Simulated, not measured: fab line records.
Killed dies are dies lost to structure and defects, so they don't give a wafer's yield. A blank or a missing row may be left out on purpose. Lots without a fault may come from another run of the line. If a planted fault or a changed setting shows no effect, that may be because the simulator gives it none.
Which of the tools did it? / flow sky130 / 10 lots with 30 wafers sampled at 5 steps, on a route of 708 steps

WHAT THE GAUGES READ, wafer by wafer
Not one reading of a measure or inspect step in the record can be checked against a usual standard deviation.

WHAT TOOL EACH LOT RAN ON (gives the tool, then ch and the chambers of the sampled wafers, and finally the start)
lot=L238; SKY_VIA2_ETCH_14=rie-diel-02 ch 0,1, day 35 16:08; SKY_VIA2_ETCH_15=rie-diel-02 ch 0,1, day 35 16:10; SKY_CAPM_SPUTTER_02=pvd-sputter-03, day 35 18:05; SKY_CAPM_METAL_ETCH_13=rie-metal-02 ch 1, day 36 21:31; SKY_PAD_OPEN_PROBE_99=prober-01, day 45 08:56
lot=L243; SKY_VIA2_ETCH_14=rie-diel-02 ch 2,3, day 38 00:23; SKY_VIA2_ETCH_15=rie-diel-02 ch 2,3, day 38 00:26; SKY_CAPM_SPUTTER_02=pvd-sputter-01, day 38 02:01; SKY_CAPM_METAL_ETCH_13=rie-metal-01 ch 0,1, day 39 03:22; SKY_PAD_OPEN_PROBE_99=prober-02, day 47 03:23
lot=L244; SKY_VIA2_ETCH_14=rie-diel-03 ch 0,2, day 38 15:11; SKY_VIA2_ETCH_15=rie-diel-03 ch 0,2, day 38 15:14; SKY_CAPM_SPUTTER_02=pvd-sputter-03, day 38 16:50; SKY_CAPM_METAL_ETCH_13=rie-metal-02 ch 0,1, day 39 17:33; SKY_PAD_OPEN_PROBE_99=prober-01, day 47 13:50
lot=L248; SKY_VIA2_ETCH_14=rie-diel-03 ch 0,1,2, day 40 00:59; SKY_VIA2_ETCH_15=rie-diel-03 ch 0,1,2, day 40 01:01; SKY_CAPM_SPUTTER_02=pvd-sputter-03, day 40 02:38; SKY_CAPM_METAL_ETCH_13=rie-metal-02 ch 0,1, day 41 02:34; SKY_PAD_OPEN_PROBE_99=prober-01, day 48 15:00
lot=L252; SKY_VIA2_ETCH_14=rie-diel-02 ch 0,1,3, day 40 15:02; SKY_VIA2_ETCH_15=rie-diel-02 ch 0,1,3, day 40 15:04; SKY_CAPM_SPUTTER_02=pvd-sputter-03, day 40 16:40; SKY_CAPM_METAL_ETCH_13=rie-metal-02 ch 0,1, day 41 16:22; SKY_PAD_OPEN_PROBE_99=prober-01, day 49 04:58
lot=L253; SKY_VIA2_ETCH_14=rie-diel-04 ch 0,1,3, day 40 23:38; SKY_VIA2_ETCH_15=rie-diel-04 ch 0,1,3, day 40 23:40; SKY_CAPM_SPUTTER_02=pvd-sputter-03, day 41 01:16; SKY_CAPM_METAL_ETCH_13=rie-metal-02 ch 0,1, day 42 01:25; SKY_PAD_OPEN_PROBE_99=prober-02, day 49 08:11
lot=L255; SKY_VIA2_ETCH_14=rie-diel-03 ch 2,3, day 41 17:53; SKY_VIA2_ETCH_15=rie-diel-03 ch 2,3, day 41 17:55; SKY_CAPM_SPUTTER_02=pvd-sputter-04, day 41 19:31; SKY_CAPM_METAL_ETCH_13=rie-metal-02 ch 0,1, day 42 18:47; SKY_PAD_OPEN_PROBE_99=prober-02, day 49 23:11
lot=L256; SKY_VIA2_ETCH_14=rie-diel-02 ch 0,1, day 42 00:32; SKY_VIA2_ETCH_15=rie-diel-02 ch 0,1, day 42 00:34; SKY_CAPM_SPUTTER_02=pvd-sputter-01, day 42 02:08; SKY_CAPM_METAL_ETCH_13=rie-metal-01 ch 0,1, day 43 01:01; SKY_PAD_OPEN_PROBE_99=prober-01, day 50 02:17
lot=L258; SKY_VIA2_ETCH_14=rie-diel-03 ch 1,2,3, day 42 05:53; SKY_VIA2_ETCH_15=rie-diel-03 ch 1,2,3, day 42 05:55; SKY_CAPM_SPUTTER_02=pvd-sputter-04, day 42 07:29; SKY_CAPM_METAL_ETCH_13=rie-metal-02 ch 0,1, day 43 06:46; SKY_PAD_OPEN_PROBE_99=prober-01, day 50 07:42
lot=L259; SKY_VIA2_ETCH_14=rie-diel-02 ch 0,1,3, day 42 12:56; SKY_VIA2_ETCH_15=rie-diel-02 ch 0,1,3, day 42 12:59; SKY_CAPM_SPUTTER_02=pvd-sputter-04, day 42 14:34; SKY_CAPM_METAL_ETCH_13=rie-metal-03 ch 0,1, day 43 13:46; SKY_PAD_OPEN_PROBE_99=prober-02, day 50 13:25
- SKY_VIA2_ETCH_14: etches BARC in N2/H2, stops on SiO2, time 45.9 s, target depth 60 nm.
- SKY_VIA2_ETCH_15: etches SiO2 in C4F8/O2/Ar, stops on TiN, target depth 546 nm, time 84 s.
- SKY_CAPM_SPUTTER_02: material TiN, target thk 200 nm, time 166.7 s.
- SKY_CAPM_METAL_ETCH_13: etches TiN in Cl2/BCl3, stops on SiO2, target depth 220 nm, time 62.9 s.
- SKY_PAD_OPEN_PROBE_99

AS READ BY THE TOOLS THEMSELVES (means over the sampled wafers that have a number; for cases with no such wafer, the mark the record gives instead)
SKY_VIA2_ETCH_14. Usual: bias-w 99.97 W, standard deviation 0.28; drypump-motor-current-A 5.7 A, standard deviation 0.36; oes-product-au 0.854 a.u., standard deviation 0.0046; rf-fwd-power-W 494.0 W, standard deviation 2.3; throttle-valve-pct 13.225 %, standard deviation 0.0095.
lot=L238; tool=rie-diel-02; bias-w (W)=100.17; drypump-motor-current-A (A)=5.8; oes-product-au (a.u.)=0.849; rf-fwd-power-W (W)=493.1; throttle-valve-pct (%)=13.227; flag=
lot=L243; tool=rie-diel-02; bias-w (W)=99.85; drypump-motor-current-A (A)=5.9; oes-product-au (a.u.)=0.853; rf-fwd-power-W (W)=494.7; throttle-valve-pct (%)=13.219; flag=
lot=L244; tool=rie-diel-03; bias-w (W)=99.91; drypump-motor-current-A (A)=5.5; oes-product-au (a.u.)=0.854; rf-fwd-power-W (W)=492.3; throttle-valve-pct (%)=13.232; flag=
lot=L248; tool=rie-diel-03; bias-w (W)=100.18; drypump-motor-current-A (A)=5.7; oes-product-au (a.u.)=0.859; rf-fwd-power-W (W)=494.3; throttle-valve-pct (%)=13.226; flag=
lot=L252; tool=rie-diel-02; bias-w (W)=100.02; drypump-motor-current-A (A)=5.6; oes-product-au (a.u.)=0.855; rf-fwd-power-W (W)=494.8; throttle-valve-pct (%)=13.219; flag=
lot=L253; tool=rie-diel-04; bias-w (W)=100.14; drypump-motor-current-A (A)=5.5; oes-product-au (a.u.)=0.853; rf-fwd-power-W (W)=494.8; throttle-valve-pct (%)=13.229; flag=
lot=L255; tool=rie-diel-03; bias-w (W)=100.24; drypump-motor-current-A (A)=5.8; oes-product-au (a.u.)=0.853; rf-fwd-power-W (W)=495.2; throttle-valve-pct (%)=13.226; flag=
lot=L256; tool=rie-diel-02; bias-w (W)=99.95; drypump-motor-current-A (A)=5.8; oes-product-au (a.u.)=0.850; rf-fwd-power-W (W)=494.7; throttle-valve-pct (%)=13.225; flag=
lot=L258; tool=rie-diel-03; bias-w (W)=100.17; drypump-motor-current-A (A)=5.8; oes-product-au (a.u.)=0.848; rf-fwd-power-W (W)=495.2; throttle-valve-pct (%)=13.218; flag=
lot=L259; tool=rie-diel-02; bias-w (W)=99.98; drypump-motor-current-A (A)=5.6; oes-product-au (a.u.)=0.855; rf-fwd-power-W (W)=494.6; throttle-valve-pct (%)=13.223; flag=

SKY_VIA2_ETCH_15. Usual: bias-w 1200 W, standard deviation 3.6; oes-product-au 0.939 a.u., standard deviation 0.0051; rf-fwd-power-W 1488 W, standard deviation 5.1.
lot=L238; tool=rie-diel-02; bias-w (W)=1196; oes-product-au (a.u.)=0.937; rf-fwd-power-W (W)=1491; flag=
lot=L243; tool=rie-diel-02; bias-w (W)=1199; oes-product-au (a.u.)=0.941; rf-fwd-power-W (W)=1491; flag=
lot=L244; tool=rie-diel-03; bias-w (W)=1199; oes-product-au (a.u.)=0.940; rf-fwd-power-W (W)=1486; flag=
lot=L248; tool=rie-diel-03; bias-w (W)=1198; oes-product-au (a.u.)=0.943; rf-fwd-power-W (W)=1487; flag=
lot=L252; tool=rie-diel-02; bias-w (W)=1203; oes-product-au (a.u.)=0.938; rf-fwd-power-W (W)=1494; flag=
lot=L253; tool=rie-diel-04; bias-w (W)=1200; oes-product-au (a.u.)=0.941; rf-fwd-power-W (W)=1486; flag=
lot=L255; tool=rie-diel-03; bias-w (W)=1203; oes-product-au (a.u.)=0.941; rf-fwd-power-W (W)=1494; flag=
lot=L256; tool=rie-diel-02; bias-w (W)=1199; oes-product-au (a.u.)=0.938; rf-fwd-power-W (W)=1485; flag=
lot=L258; tool=rie-diel-03; bias-w (W)=1198; oes-product-au (a.u.)=0.940; rf-fwd-power-W (W)=1487; flag=
lot=L259; tool=rie-diel-02; bias-w (W)=1197; oes-product-au (a.u.)=0.939; rf-fwd-power-W (W)=1487; flag=

SKY_CAPM_SPUTTER_02. Usual: cathode-dc-power-W 6499.9 W, standard deviation 1.1; substrate-temp-c 300.04 C, standard deviation 0.19; throttle-valve-pct 29.7 %, standard deviation 1.5.
lot=L238; tool=pvd-sputter-03; cathode-dc-power-W (W)=6500.4; substrate-temp-c (C)=299.95; throttle-valve-pct (%)=30.0; flag=
lot=L243; tool=pvd-sputter-01; cathode-dc-power-W (W)=6500.3; substrate-temp-c (C)=299.92; throttle-valve-pct (%)=29.5; flag=
lot=L244; tool=pvd-sputter-03; cathode-dc-power-W (W)=6500.4; substrate-temp-c (C)=299.76; throttle-valve-pct (%)=28.8; flag=
lot=L248; tool=pvd-sputter-03; cathode-dc-power-W (W)=6499.6; substrate-temp-c (C)=300.12; throttle-valve-pct (%)=29.3; flag=
lot=L252; tool=pvd-sputter-03; cathode-dc-power-W (W)=6360.3; substrate-temp-c (C)=300.14; throttle-valve-pct (%)=30.1; flag=OFF
lot=L253; tool=pvd-sputter-03; cathode-dc-power-W (W)=6360.1; substrate-temp-c (C)=300.00; throttle-valve-pct (%)=30.3; flag=OFF
lot=L255; tool=pvd-sputter-04; cathode-dc-power-W (W)=6500.5; substrate-temp-c (C)=300.12; throttle-valve-pct (%)=28.9; flag=
lot=L256; tool=pvd-sputter-01; cathode-dc-power-W (W)=6499.0; substrate-temp-c (C)=300.03; throttle-valve-pct (%)=30.2; flag=
lot=L258; tool=pvd-sputter-04; cathode-dc-power-W (W)=6500.5; substrate-temp-c (C)=299.90; throttle-valve-pct (%)=29.5; flag=
lot=L259; tool=pvd-sputter-04; cathode-dc-power-W (W)=6501.0; substrate-temp-c (C)=300.06; throttle-valve-pct (%)=29.6; flag=

SKY_CAPM_METAL_ETCH_13. Usual: bias-w 48.51 W, standard deviation 0.16; drypump-motor-current-A 5.7 A, standard deviation 0.51; oes-product-au 0.940 a.u., standard deviation 0.0087; rf-fwd-power-W 893 W, standard deviation 3.2; throttle-valve-pct 21.903 %, standard deviation 0.01.
lot=L238; tool=rie-metal-02; bias-w (W)=48.41; drypump-motor-current-A (A)=5.4; oes-product-au (a.u.)=0.942; rf-fwd-power-W (W)=895; throttle-valve-pct (%)=21.907; flag=
lot=L243; tool=rie-metal-01; bias-w (W)=48.49; drypump-motor-current-A (A)=5.9; oes-product-au (a.u.)=0.944; rf-fwd-power-W (W)=892; throttle-valve-pct (%)=21.901; flag=
lot=L244; tool=rie-metal-02; bias-w (W)=48.46; drypump-motor-current-A (A)=5.7; oes-product-au (a.u.)=0.946; rf-fwd-power-W (W)=891; throttle-valve-pct (%)=21.900; flag=
lot=L248; tool=rie-metal-02; bias-w (W)=48.51; drypump-motor-current-A (A)=6.0; oes-product-au (a.u.)=0.938; rf-fwd-power-W (W)=896; throttle-valve-pct (%)=21.902; flag=
lot=L252; tool=rie-metal-02; bias-w (W)=48.77; drypump-motor-current-A (A)=6.0; oes-product-au (a.u.)=0.929; rf-fwd-power-W (W)=895; throttle-valve-pct (%)=21.900; flag=
lot=L253; tool=rie-metal-02; bias-w (W)=48.57; drypump-motor-current-A (A)=5.7; oes-product-au (a.u.)=0.930; rf-fwd-power-W (W)=891; throttle-valve-pct (%)=21.916; flag=
lot=L255; tool=rie-metal-02; bias-w (W)=48.52; drypump-motor-current-A (A)=6.0; oes-product-au (a.u.)=0.940; rf-fwd-power-W (W)=892; throttle-valve-pct (%)=21.896; flag=
lot=L256; tool=rie-metal-01; bias-w (W)=48.67; drypump-motor-current-A (A)=5.9; oes-product-au (a.u.)=0.930; rf-fwd-power-W (W)=889; throttle-valve-pct (%)=21.907; flag=
lot=L258; tool=rie-metal-02; bias-w (W)=48.57; drypump-motor-current-A (A)=5.7; oes-product-au (a.u.)=0.936; rf-fwd-power-W (W)=894; throttle-valve-pct (%)=21.905; flag=
lot=L259; tool=rie-metal-03; bias-w (W)=48.54; drypump-motor-current-A (A)=5.6; oes-product-au (a.u.)=0.936; rf-fwd-power-W (W)=895; throttle-valve-pct (%)=21.902; flag=

SKY_PAD_OPEN_PROBE_99. Usual: defect-limited-yield 82.2 %, standard deviation 1.8; killed_at_M0_to_M3 43, standard deviation 6.6; killed_at_M4_up 3.2, standard deviation 1.9; killed-at-contacts 25, standard deviation 5.3; killed-at-front-end 16, standard deviation 4.5; killed-at-other 0.3, standard deviation 0.63; killed-dies 87, standard deviation 8.9; killed-open 48, standard deviation 7.9; killed-short 39, standard deviation 5.3; sort_bin_3_pad_short 0.8 %, standard deviation 0.38; sort_bin_5_function 10.5 %, standard deviation 1.5; sort_bin_6_memory 6.4 %, standard deviation 1.2; sort-n-pass 405, standard deviation 8.9; sort-yield-pct 82.2 %, standard deviation 1.8.
lot=L238; tool=prober-01; defect-limited-yield (%)=83.5; killed_at_M0_to_M3=42; killed_at_M4_up=2.3; killed-at-contacts=23; killed-at-front-end=14; killed-at-other=0.0; killed-dies=81; killed-open=40; killed-short=41; sort_bin_3_pad_short (%)=0.9; sort_bin_5_function (%)=9.2; sort_bin_6_memory (%)=6.4; sort-n-pass=411; sort-yield-pct (%)=83.5; flag=
lot=L243; tool=prober-02; defect-limited-yield (%)=82.8; killed_at_M0_to_M3=43; killed_at_M4_up=1.7; killed-at-contacts=25; killed-at-front-end=14; killed-at-other=0.7; killed-dies=84; killed-open=46; killed-short=39; sort_bin_3_pad_short (%)=0.7; sort_bin_5_function (%)=11.9; sort_bin_6_memory (%)=4.6; sort-n-pass=408; sort-yield-pct (%)=82.8; flag=
lot=L244; tool=prober-01; defect-limited-yield (%)=82.1; killed_at_M0_to_M3=43; killed_at_M4_up=4.0; killed-at-contacts=23; killed-at-front-end=18; killed-at-other=0.0; killed-dies=88; killed-open=48; killed-short=40; sort_bin_3_pad_short (%)=0.7; sort_bin_5_function (%)=10.9; sort_bin_6_memory (%)=6.4; sort-n-pass=404; sort-yield-pct (%)=82.1; flag=
lot=L248; tool=prober-01; defect-limited-yield (%)=84.1; killed_at_M0_to_M3=42; killed_at_M4_up=1.3; killed-at-contacts=24; killed-at-front-end=11; killed-at-other=0.3; killed-dies=78; killed-open=44; killed-short=34; sort_bin_3_pad_short (%)=0.9; sort_bin_5_function (%)=8.7; sort_bin_6_memory (%)=6.2; sort-n-pass=414; sort-yield-pct (%)=84.1; flag=
lot=L252; tool=prober-01; defect-limited-yield (%)=80.7; killed_at_M0_to_M3=39; killed_at_M4_up=4.0; killed-at-contacts=31; killed-at-front-end=20; killed-at-other=0.0; killed-dies=95; killed-open=60; killed-short=35; sort_bin_3_pad_short (%)=0.6; sort_bin_5_function (%)=11.6; sort_bin_6_memory (%)=7.1; sort-n-pass=397; sort-yield-pct (%)=80.7; flag=
lot=L253; tool=prober-02; defect-limited-yield (%)=81.2; killed_at_M0_to_M3=43; killed_at_M4_up=4.3; killed-at-contacts=27; killed-at-front-end=19; killed-at-other=0.0; killed-dies=93; killed-open=52; killed-short=39; sort_bin_3_pad_short (%)=0.8; sort_bin_5_function (%)=11.2; sort_bin_6_memory (%)=6.8; sort-n-pass=399; sort-yield-pct (%)=81.2; flag=
lot=L255; tool=prober-02; defect-limited-yield (%)=81.9; killed_at_M0_to_M3=44; killed_at_M4_up=4.3; killed-at-contacts=26; killed-at-front-end=15; killed-at-other=0.0; killed-dies=89; killed-open=49; killed-short=40; sort_bin_3_pad_short (%)=0.7; sort_bin_5_function (%)=11.2; sort_bin_6_memory (%)=6.3; sort-n-pass=403; sort-yield-pct (%)=81.9; flag=
lot=L256; tool=prober-01; defect-limited-yield (%)=82.1; killed_at_M0_to_M3=46; killed_at_M4_up=3.7; killed-at-contacts=25; killed-at-front-end=13; killed-at-other=0.0; killed-dies=88; killed-open=47; killed-short=40; sort_bin_3_pad_short (%)=1.0; sort_bin_5_function (%)=10.8; sort_bin_6_memory (%)=6.1; sort-n-pass=404; sort-yield-pct (%)=82.1; flag=
lot=L258; tool=prober-01; defect-limited-yield (%)=81.0; killed_at_M0_to_M3=42; killed_at_M4_up=3.7; killed-at-contacts=28; killed-at-front-end=20; killed-at-other=0.0; killed-dies=94; killed-open=51; killed-short=42; sort_bin_3_pad_short (%)=1.5; sort_bin_5_function (%)=9.1; sort_bin_6_memory (%)=8.4; sort-n-pass=398; sort-yield-pct (%)=81.0; flag=
lot=L259; tool=prober-02; defect-limited-yield (%)=81.3; killed_at_M0_to_M3=41; killed_at_M4_up=3.3; killed-at-contacts=25; killed-at-front-end=22; killed-at-other=0.3; killed-dies=92; killed-open=55; killed-short=37; sort_bin_3_pad_short (%)=0.3; sort_bin_5_function (%)=13.3; sort_bin_6_memory (%)=5.1; sort-n-pass=400; sort-yield-pct (%)=81.3; flag=

THE ANSWER, worked out from the rows above alone
Rule: lot off if the mean of its wafers having a number is beyond 3 standard deviations from the usual mean. A lot without any number at a reading at which 4 lots or more have one is off too. All remaining lots with rows at the step are treated as sound. The gauges are gone through in route order, then the tools' own readings, and for those a lot's mean is taken as printed above. The first step at which some lot is off is used, and at that step the reading that is off furthest; a lot without a number counts as furthest.
Off, at SKY_CAPM_SPUTTER_02 on cathode-dc-power-W: L252, L253.
If a tool, at that step or one of the process steps before it, ran each lot that is off and ran no sound lot following the first of them, it fits. One fits: SKY_CAPM_SPUTTER_02 on pvd-sputter-03. Its last sound lot is L248 (day 40 02:38), its first lot that is off L252 (day 40 16:40): a fault that began between those two fits.
The tool's own readings at SKY_CAPM_SPUTTER_02 bear it out: on the lots that are off they differ by more than 5 times the standard deviation of the sound lots' means. cathode-dc-power-W reads 6360.2 W there against 6500.2 W on the sound lots.

WHAT THE SIMULATOR HAD INSERTED
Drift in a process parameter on pvd-sputter-03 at SKY_CAPM_SPUTTER_02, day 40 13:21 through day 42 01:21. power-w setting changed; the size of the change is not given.
Struck lots among those shown: L252, L253. Same finding as the rule above.
